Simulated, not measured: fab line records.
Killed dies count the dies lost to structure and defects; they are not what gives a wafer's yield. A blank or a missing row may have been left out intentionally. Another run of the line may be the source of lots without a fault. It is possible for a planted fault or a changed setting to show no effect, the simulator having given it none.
Which tool was responsible? ; flow gf180mcu ; 24 lots, 72 wafers sampled, at 3 steps of a route of 602

## WHAT EACH GAUGE READ, for each wafer
GF_STI_THK_MEAS_22. Usual: STI_OXIDATION_01_THK 14.90 nm, standard deviation 0.26.
lot;measured;on;STI_OXIDATION_01_THK (nm);flag
L074;day 2 10:20;film metro-03;15.29 15.28 15.16;
L075;day 2 10:22;film metro-02;15.16 14.84 15.01;
L076;day 2 18:31;film metro-02;15.56 15.15 15.31;
L077;day 3 02:31;film metro-02;15.32 15.23 14.95;
L078;day 3 02:31;film metro-04;15.12 15.18 15.10;
L079;day 3 09:11;film metro-04;15.28 14.96 14.96;
L080;day 3 12:14;film metro-03;14.93 14.87 14.71;
L081;day 3 19:14;film metro-04;14.67 14.37 14.69;
L082;day 3 21:23;film metro-04;15.14 14.76 15.06;
L083;day 4 01:17;film metro-02;14.82 14.74 14.57;
L084;day 4 07:23;film metro-02;14.85 14.87 14.84;
L085;day 4 12:02;film metro-03;14.41 14.63 14.35;
L086;day 4 17:47;film metro-03;14.84 14.97 14.74;
L087;day 4 23:29;film metro-02;14.86 15.05 14.87;
L088;day 5 07:35;film metro-02;14.61 14.73 14.80;
L089;day 5 11:41;film metro-03;14.68 14.70 14.74;
L090;day 5 15:38;film metro-02;14.84 14.87 14.96;
L091;day 6 02:52;film metro-04;14.89 14.86 14.94;
L092;day 6 09:34;film metro-03;15.16 15.39 14.91;
L093;day 6 09:34;film metro-04;15.17 15.03 15.18;
L094;day 6 19:23;film metro-04;14.45 14.61 14.71;
L095;day 6 19:23;film metro-02;14.69 14.69 14.63;
L096;day 7 05:02;film metro-02;14.84 14.77 14.65;
L097;day 7 13:19;film metro-04;14.99 14.76 14.86;

GF_V1_CD_MEAS_14 targets a cd of 260 nm. Usual: 259.7 nm for cd nm, sd 1.3.
lot;measured;on;cd nm (nm);flag
L074;day 18 16:23;cd sem-01;258.8 259.0 257.4;
L075;day 18 12:31;cd sem-01;260.2 260.7 260.0;
L076;day 19 00:29;cd sem-02;260.3 259.9 259.4;
L077;day 19 08:41;cd sem-02;260.8 258.6 258.4;
L078;day 19 11:35;cd sem-02;259.3 259.0 258.1;
L079;day 19 23:18;cd sem-02;260.2 259.8 259.0;
L080;day 20 05:03;cd sem-01;258.9 259.4 259.4;
L081;day 20 16:14;cd sem-02;262.3 262.4 261.3;
L082;day 21 00:52;cd sem-02;259.8 260.6 260.8;
L083;day 21 08:52;cd sem-02;260.7 261.8 261.4;
L084;day 21 16:46;cd sem-02;260.7 260.6 259.5;
L085;day 22 02:28;cd sem-02;261.0 259.4 259.7;
L086;day 22 03:16;cd sem-01;260.8 260.7 260.7;
L087;day 23 03:52;cd sem-02;259.9 260.4 260.5;
L088;day 23 09:26;cd sem-01;257.5 257.5 257.5;
L089;day 23 15:34;cd sem-01;258.1 258.1 258.6;
L090;day 23 23:33;cd sem-01;257.5 257.6 257.4;
L091;day 24 23:22;cd sem-02;261.4 262.1 262.3;
L092;day 25 09:03;cd sem-02;259.7 259.9 260.4;
L093;day 25 09:24;cd sem-01;259.8 257.9 258.4;
L094;day 26 04:04;cd sem-02;258.8 258.5 258.7;
L095;day 25 20:28;cd sem-02;257.9 258.5 260.2;
L096;day 26 08:59;cd sem-01;257.8 259.3 259.8;
L097;day 26 15:51;cd sem-01;259.6 260.1 259.8;

## TOOL THAT RAN EACH LOT (tool first, then ch and the chambers of the sampled wafers, then the start)
lot;GF_DNWELL_STRIP_08
L074;plasma asher-02 ch 0,1, day 3 05:44
L075;plasma asher-01 ch 0,1, day 3 05:26
L076;plasma asher-03 ch 0,1, day 3 13:04
L077;plasma asher-01 ch 0,1, day 3 18:36
L078;plasma asher-01 ch 0,1, day 3 17:57
L079;plasma asher-01 ch 0,1, day 4 00:55
L080;plasma asher-01 ch 0,1, day 4 04:09
L081;plasma asher-03 ch 0,1, day 4 12:23
L082;plasma asher-01 ch 0,1, day 4 14:02
L083;plasma asher-03 ch 0,1, day 4 17:29
L084;plasma asher-01 ch 0,1, day 5 00:09
L085;plasma asher-01 ch 0,1, day 5 06:19
L086;plasma asher-02 ch 0,1, day 5 10:01
L087;plasma asher-03 ch 0,1, day 5 20:42
L088;plasma asher-03 ch 1, day 6 02:23
L089;plasma asher-01 ch 0,1, day 6 08:29
L090;plasma asher-03 ch 0,1, day 6 08:48
L091;plasma asher-03 ch 0,1, day 7 00:58
L092;plasma asher-03 ch 0,1, day 7 09:06
L093;plasma asher-01 ch 0,1, day 7 09:17
L094;plasma asher-02 ch 0,1, day 7 18:44
L095;plasma asher-01 ch 0,1, day 7 18:40
L096;plasma asher-01 ch 0,1, day 8 07:37
L097;plasma asher-02 ch 0,1, day 8 09:16
- GF_DNWELL_STRIP_08: strips in O2/N2.

## AS READ BY THE TOOLS THEMSELVES (means over the sampled wafers that have a number; for cases with no such wafer, the mark the record gives instead)
GF_DNWELL_STRIP_08. Usual: drypump motor current A 5.9 A, standard deviation 0.39; heater power w 305 W, standard deviation 11; oes product au 0.723 a.u., standard deviation 0.0049; strip time to endpoint s 36.99 s, standard deviation 0.094.
lot;tool;drypump motor current A (A);heater power w (W);oes product au (a.u.);strip time to endpoint s (s);flag
L074;plasma asher-02;5.6;320;0.723;37.04;
L075;plasma asher-01;5.7;296;0.723;36.81;
L076;plasma asher-03;6.1;309;0.723;37.00;
L077;plasma asher-01;5.9;299;0.719;36.96;
L078;plasma asher-01;5.8;294;0.723;37.01;
L079;plasma asher-01;5.9;299;0.720;36.95;
L080;plasma asher-01;5.7;304;0.724;36.94;
L081;plasma asher-03;6.4;304;0.726;37.06;
L082;plasma asher-01;5.9;298;0.723;36.81;
L083;plasma asher-03;6.1;314;0.721;36.95;
L084;plasma asher-01;5.7;299;0.724;36.98;
L085;plasma asher-01;5.8;299;0.724;36.93;
L086;plasma asher-02;5.4;317;0.721;37.08;
L087;plasma asher-03;6.1;309;0.724;37.11;
L088;plasma asher-03;6.6;302;0.726;37.10;
L089;plasma asher-01;5.7;297;0.723;36.98;
L090;plasma asher-03;6.1;311;0.719;37.03;
L091;plasma asher-03;6.1;308;0.715;36.90;
L092;plasma asher-03;6.4;305;0.724;37.04;
L093;plasma asher-01;5.8;298;0.726;37.03;
L094;plasma asher-02;5.6;325;0.727;36.96;
L095;plasma asher-01;5.8;298;0.727;36.92;
L096;plasma asher-01;5.7;301;0.725;37.00;
L097;plasma asher-02;5.6;324;0.723;37.01;

## THE ANSWER, worked out from the rows above alone
Rule: a lot is off if the mean of its wafers that have a number lies more than 3 standard deviations from the usual mean. Also off: a lot with no number at a reading for which 4 or more lots have one. All remaining lots with rows at the step are treated as sound. Order of review: gauges by route order, followed by the tools' own readings, for which a lot's mean as printed above is used. At the first step where some lot is off, the reading lying furthest off is the one used; lots without a number count as furthest.
No lot is off on any of the readings shown, so nothing can be concluded from this.

## WHAT WAS PUT IN BY THE SIMULATOR
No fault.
